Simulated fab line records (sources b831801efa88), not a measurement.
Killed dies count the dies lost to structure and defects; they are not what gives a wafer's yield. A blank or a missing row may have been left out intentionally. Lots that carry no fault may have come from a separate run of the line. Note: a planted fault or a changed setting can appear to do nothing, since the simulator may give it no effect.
Chamber matching + flow sky130 + rie diel-01 running SKY_METAL3_ETCH_17: 4 sister chambers
The step etches SiO2 in C4F8/O2/Ar, stops on TiN, time 3.9 s, target depth 15 nm. 18 wafers are shown with their chamber, then 9 later ones without.

EACH WAFER AND ITS CHAMBER
| wafer  | chamber | chamber pressure mTorr (mTorr) | oes product au (a.u.) |
|--------|---------|--------------------------------|-----------------------|
| L076.2 | 0       | 39.99                          | 0.754                 |
| L076.4 | 3       | 40.00                          | 0.746                 |
| L076.6 | 2       | 40.00                          | 0.759                 |
| L078.1 | 2       | 40.02                          | 0.762                 |
| L078.2 | 0       | 39.92                          | 0.764                 |
| L078.3 | 1       | 39.93                          | 0.766                 |
| L082.2 | 3       | 39.97                          | 0.755                 |
| L082.3 | 1       | 39.96                          | 0.754                 |
| L082.5 | 1       | 40.01                          | 0.762                 |
| L086.1 | 2       | 39.99                          | 0.752                 |
| L086.3 | 3       | 40.02                          | 0.754                 |
| L086.4 | 1       | 39.97                          | 0.756                 |
| L087.1 | 3       | 40.00                          | 0.748                 |
| L087.2 | 2       | 40.04                          | 0.761                 |
| L087.3 | 0       | 39.95                          | 0.742                 |
| L089.1 | 0       | 40.01                          | 0.749                 |
| L089.2 | 3       | 39.98                          | 0.753                 |
| L089.4 | 2       | 40.02                          | 0.763                 |

SIGNATURES, as means of the wafers listed above
| reading                | chamber 0 | chamber 1 | chamber 2 | chamber 3 | scatter within a chamber |
|------------------------|-----------|-----------|-----------|-----------|--------------------------|
| chamber pressure mTorr | 39.9675   | 39.9675   | 40.0140   | 39.9940   | 0.0283                   |
| oes product au         | 0.75225   | 0.75950   | 0.75940   | 0.75120   | 0.0059                   |
Rule: distance of a wafer from a chamber = root of the sum over the readings of ((wafer's reading minus chamber's mean) / reading's scatter) squared. The wafer belongs to the nearest chamber; if the next one is less than 2 further off, it can't be placed. The scatter is the square root of a quotient: the sum, over the shown wafers, of each reading's squared deviation from its chamber's mean, divided by wafers minus chambers.

WAFERS MISSING THEIR CHAMBER
| wafer  | chamber pressure mTorr (mTorr) | oes product au (a.u.) |
|--------|--------------------------------|-----------------------|
| L090.1 | 39.95                          | 0.746                 |
| L090.2 | 39.95                          | 0.748                 |
| L090.5 | 39.99                          | 0.759                 |
| L095.1 | 40.00                          | 0.760                 |
| L095.3 | 40.01                          | 0.755                 |
| L095.4 | 40.02                          | 0.770                 |
| L097.1 | 40.00                          | 0.744                 |
| L097.5 | 40.03                          | 0.755                 |
| L097.6 | 40.02                          | 0.751                 |

THE CHAMBER EACH PASSED THROUGH
| wafer  | from the rows above               | in truth |
|--------|-----------------------------------|----------|
| L090.1 | can't be placed: 0 or 3 or 1 or 2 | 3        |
| L090.2 | can't be placed: 0 or 3 or 1      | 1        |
| L090.5 | can't be placed: 1 or 2 or 3 or 0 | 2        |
| L095.1 | can't be placed: 2 or 1 or 3 or 0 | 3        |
| L095.3 | can't be placed: 2 or 3 or 0 or 1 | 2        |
| L095.4 | can't be placed: 2 or 1 or 3 or 0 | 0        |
| L097.1 | can't be placed: 3 or 0 or 2 or 1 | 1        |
| L097.5 | can't be placed: 2 or 3 or 0 or 1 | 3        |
| L097.6 | can't be placed: 3 or 2 or 0 or 1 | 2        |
Correctly placed: 0 of 9. These rows do not allow placing 9 (true chamber among the candidates in 9). Number placed wrongly: 0.
